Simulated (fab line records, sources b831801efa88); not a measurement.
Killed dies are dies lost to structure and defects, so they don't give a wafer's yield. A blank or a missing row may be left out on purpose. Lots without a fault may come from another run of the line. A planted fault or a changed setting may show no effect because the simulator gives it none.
Problem report in the 8D (eight disciplines) form, filled by code | flow gf180mcu | the parts of the form that need people (team, actions taken, sign-off) are left out

1. THE PROBLEM
HV_LDD_RS at GF_HV_LDD_RS_MEAS_53 reads a mean of 402.7 ohm/sq on 6 wafers of 2 lots; wafers without a fault read 418.3 ohm/sq with a standard deviation of 0.9. That is -17 standard deviations from the usual mean.
The step: measures by four-point-probe.
First seen on wafer L252.2, day 18 10:42, on film_metro-03. The record holds 42 wafers of 14 lots with a number at this step. Rule for "out", or "out of limits": more than 4 standard deviations from the usual mean. The other wafers with a number count as sound.

2. WHAT IT IS AND WHAT IT IS NOT
question                    | is                           | is not
which readings at this step | HV_LDD_RS                    | -
which lots                  | L252, L253                   | L234, L236, L238, L239, L241, L243, L244, L245, L251, L254, L255, L257
which wafers of those lots  | all that have a number       | -
read on which gauges        | film_metro-01, film_metro-03 | film_metro-02
when                        | from day 18 10:42            | up to then (27 sound wafers); but 9 sound wafers of L254, L255, L257 came after

3. SUSPECTS, AND WHAT RULES EACH OUT
Counting: a tool at a process step up to the reading stays a suspect if it ran every lot that is out and no sound lot after the first of them.
- the gauge at GF_HV_LDD_RS_MEAS_53: ruled out. The wafers that are out were read on 2 gauges (film_metro-01, film_metro-03).
- implanter-01 at GF_HV_LDD_IMPLANT_34: kept. It ran every lot that is out, first L252 (day 17 10:22), and no sound lot after that; its last sound lot up to then is L245 (day 15 00:55). Its own readings are out on those wafers: beam_energy_keV.
Left after counting: implanter-01 at GF_HV_LDD_IMPLANT_34.

4. THE CAUSE (what the simulator had put in)
Process parameter drift: implanter-01, from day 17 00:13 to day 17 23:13, at GF_HV_LDD_IMPLANT_34. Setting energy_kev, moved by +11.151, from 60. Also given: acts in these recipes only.
Counting left only this tool.

5. THE CHAIN OF EFFECTS, in route order
Each row: a reading whose mean over the struck wafers that have a number lies more than 3 standard deviations from the usual. Only readings for which the record gives a usual standard deviation are gone through. hours: the time from each lot's start at the first step in this table that gives one to its start at this step, as a median over the lots. sigmas: the change in usual standard deviations.
hours | step                 | reading         | usual        | on struck wafers | change  | sigmas
0     | GF_HV_LDD_IMPLANT_34 | beam_energy_keV | 59.999       | 71.161           | +11.162 | +99 or more
24    | GF_HV_LDD_RS_MEAS_53 | HV_LDD_RS       | 418.3 ohm/sq | 402.7            | -15.6   | -17
The process steps in it:
- GF_HV_LDD_IMPLANT_34

6. WHAT WOULD HAVE CAUGHT IT SOONER
In this record the first reading out of limits at a measuring or inspecting step was taken at day 18 10:42, 34 hours after the fault began at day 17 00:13.
The tool's own readings at GF_HV_LDD_IMPLANT_34 were out on every struck wafer that the step has a row for (beam_energy_keV): an alarm limit on them would have fired on the first of those.
All the lots that are out (2) had begun GF_HV_LDD_IMPLANT_34 on implanter-01 by day 18 10:42. A hold on the tool at that time would have spared none of them.
